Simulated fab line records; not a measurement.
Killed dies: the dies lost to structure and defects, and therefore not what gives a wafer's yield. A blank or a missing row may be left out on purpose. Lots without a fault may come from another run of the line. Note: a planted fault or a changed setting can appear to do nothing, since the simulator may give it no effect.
Which tool did it? | flow gf180mcu | Sampling: 13 lots, 39 wafers, 2 of 602 route steps

== WHAT THE GAUGES READ, wafer by wafer ==
GF_POLY_GATE_CD_MEAS_10: target cd 280 nm. Usual: cd nm reads 280.6 nm (standard deviation 0.89).
lot  | measured     | on        | cd nm (nm)        | flag
L571 | day 9 10:05  | cd sem-01 | 281.2 280.2 281.4 |
L572 | day 9 21:22  | cd sem-01 | 279.9 279.1 278.5 |
L574 | day 10 04:30 | cd sem-01 | 282.4 280.7 280.7 |
L576 | day 10 22:18 | cd sem-01 | 281.0 280.0 281.2 |
L577 | day 11 02:53 | cd sem-02 | 281.3 280.6 282.1 |
L579 | day 11 13:13 | cd sem-02 | 279.2 280.2 280.6 |
L581 | day 12 02:55 | cd sem-02 | 281.1 281.0 280.2 |
L582 | day 12 14:50 | cd sem-01 | 279.8 279.6 280.1 |
L585 | day 13 10:28 | cd sem-01 | 280.4 281.2 282.6 |
L589 | day 14 08:19 | cd sem-02 | 281.6 281.3 282.0 |
L590 | day 14 16:44 | cd sem-01 | 281.0 281.5 280.8 |
L591 | day 15 03:24 | cd sem-02 | 281.1 280.4 280.1 |
L592 | day 15 06:22 | cd sem-02 | 279.7 278.7 279.5 |

== EACH LOT AND THE TOOL THAT RAN IT (in order: tool; ch and the chambers of the sampled wafers; start) ==
lot  | GF_VT_IMPLANT_STRIP_09
L571 | plasma asher-01 ch 0,1, day 5 14:37
L572 | plasma asher-01 ch 0,1, day 6 01:21
L574 | plasma asher-01 ch 0,1, day 6 10:16
L576 | plasma asher-04 ch 0,1, day 7 01:20
L577 | plasma asher-03 ch 0,1, day 7 05:01
L579 | plasma asher-04 ch 0,1, day 7 16:44
L581 | plasma asher-01 ch 0,1, day 8 04:16
L582 | plasma asher-04 ch 0,1, day 8 13:07
L585 | plasma asher-03 ch 0,1, day 9 06:18
L589 | plasma asher-04 ch 0,1, day 10 01:31
L590 | plasma asher-01 ch 0,1, day 10 09:53
L591 | plasma asher-01 ch 0,1, day 10 15:20
L592 | plasma asher-03 ch 0,1, day 10 22:47
- GF_VT_IMPLANT_STRIP_09: strips in O2/N2.

== WHAT THE TOOLS THEMSELVES READ (means of the sampled wafers that have a number; where no wafer has one, the mark that the record gives instead) ==
GF_VT_IMPLANT_STRIP_09. Usual: drypump motor current A 5.6 A, standard deviation 0.47; heater power w 355 W, standard deviation 47; n2 flow sccm 300.0 sccm, standard deviation 0.77; oes product au 0.716 a.u., standard deviation 0.0044; strip time to endpoint s 12.65 s, standard deviation 0.032.
lot  | tool            | drypump motor current A (A) | heater power w (W) | n2 flow sccm (sccm) | oes product au (a.u.) | strip time to endpoint s (s) | flag
L571 | plasma asher-01 | 5.5                         | 314                | 299.8               | 0.719                 | 12.59                        |
L572 | plasma asher-01 | 5.5                         | 316                | 300.6               | 0.712                 | 12.65                        |
L574 | plasma asher-01 | 5.1                         | 331                | 300.7               | 0.718                 | 12.66                        |
L576 | plasma asher-04 | 5.9                         | 372                | 300.0               | 0.716                 | 12.69                        |
L577 | plasma asher-03 | 5.6                         | 335                | 300.2               | 0.717                 | 12.62                        |
L579 | plasma asher-04 | 5.9                         | 375                | 300.4               | 0.717                 | 12.66                        |
L581 | plasma asher-01 | 5.5                         | 320                | 299.8               | 0.718                 | 12.65                        |
L582 | plasma asher-04 | 5.7                         | 394                | 300.8               | 0.717                 | 12.64                        |
L585 | plasma asher-03 | 5.7                         | 337                | 299.6               | 0.713                 | 12.63                        |
L589 | plasma asher-04 | 5.7                         | 397                | 298.8               | 0.713                 | 12.65                        |
L590 | plasma asher-01 | 5.1                         | 326                | 300.1               | 0.716                 | 12.64                        |
L591 | plasma asher-01 | 5.5                         | 313                | 300.2               | 0.718                 | 12.64                        |
L592 | plasma asher-03 | 5.9                         | 377                | 300.0               | 0.718                 | 12.63                        |

== THE ANSWER, worked out from the rows above alone ==
Rule: a lot is off if the mean of its wafers that have a number lies more than 3 standard deviations from the usual mean. A lot without any number at a reading at which 4 lots or more have one is off too. Any other lot the step has rows for is counted as sound. Order of review: gauges by route order, followed by the tools' own readings, for which a lot's mean as printed above is used. The first step at which some lot is off is used, and at that step the reading that is off furthest; a lot without a number counts as furthest.
No lot is off at any reading shown: from this, nothing can be told.

== WHAT WAS PUT IN BY THE SIMULATOR ==
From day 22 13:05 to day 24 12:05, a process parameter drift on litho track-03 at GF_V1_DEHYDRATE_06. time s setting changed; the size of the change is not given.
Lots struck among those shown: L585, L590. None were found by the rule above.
